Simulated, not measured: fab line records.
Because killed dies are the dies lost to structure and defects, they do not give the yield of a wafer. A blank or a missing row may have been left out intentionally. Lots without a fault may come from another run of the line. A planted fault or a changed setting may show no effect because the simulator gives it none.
What tool caused it?    flow gf180mcu    6 lots with 18 wafers sampled at 4 steps, on a route of 602 steps

WHAT EACH GAUGE READ, for each wafer
GF_M1_RS_MEAS_05: uses a four-point probe to measure.
lot   measured      on            M1_ALCU_RS (ohm/sq)
L813  day 16 20:17  filmMetro-02  0.0687 0.0691 0.0693
L816  day 18 07:32  filmMetro-02  0.0700 0.0696 0.0702
L819  day 19 16:19  filmMetro-02  0.0691 0.0690 0.0693
L826  day 21 23:22  filmMetro-04  0.0698 0.0696 0.0696
L831  day 23 14:31  filmMetro-04  0.0683 0.0685 0.0682
L834  day 25 03:32  filmMetro-01  0.0689 0.0693 0.0696

EACH LOT AND THE TOOL THAT RAN IT (in order: tool; ch and the chambers of the sampled wafers; start)
lot   GF_CONTACT_SPUTTER_22        GF_CONTACT_SPUTTER_23        GF_M1_SPUTTER_03
L813  pvdSputter-02, day 16 19:22  pvdSputter-02, day 16 19:26  pvdSputter-01, day 16 20:13
L816  pvdSputter-03, day 18 06:38  pvdSputter-03, day 18 06:41  pvdSputter-04, day 18 07:28
L819  pvdSputter-01, day 19 15:23  pvdSputter-01, day 19 15:27  pvdSputter-02, day 19 16:14
L826  pvdSputter-01, day 21 22:26  pvdSputter-01, day 21 22:31  pvdSputter-04, day 21 23:17
L831  pvdSputter-01, day 23 13:37  pvdSputter-01, day 23 13:41  pvdSputter-02, day 23 14:28
L834  pvdSputter-02, day 25 02:07  pvdSputter-02, day 25 02:11  pvdSputter-04, day 25 03:29
- GF_CONTACT_SPUTTER_22: material Ti, target thk 15 nm, time 80.02 s.
- GF_CONTACT_SPUTTER_23: material TiN, target thk 10 nm, time 40 s.
- GF_M1_SPUTTER_03: material Ti, target thk 10 nm, time 6.7 s.

THE ANSWER, worked out from the rows above alone
Rule: the lots themselves supply what counts as usual. The widest of any qualifying gaps counts: lots, ordered by their means at a reading, are off when they make up no more than a third of the lots, leave a main group of 4 or more, and stand apart from it by 3 or more times the standard deviation of that group's means. If all means in a main group match to the digits the tables above print for the reading, that group is not used. A lot without any number at a reading at which 4 lots or more have one is off too. The other lots that the step has rows for count as sound.
None of the lots is off at any reading shown; this tells nothing.

WHAT HAD BEEN PUT IN BY THE SIMULATOR
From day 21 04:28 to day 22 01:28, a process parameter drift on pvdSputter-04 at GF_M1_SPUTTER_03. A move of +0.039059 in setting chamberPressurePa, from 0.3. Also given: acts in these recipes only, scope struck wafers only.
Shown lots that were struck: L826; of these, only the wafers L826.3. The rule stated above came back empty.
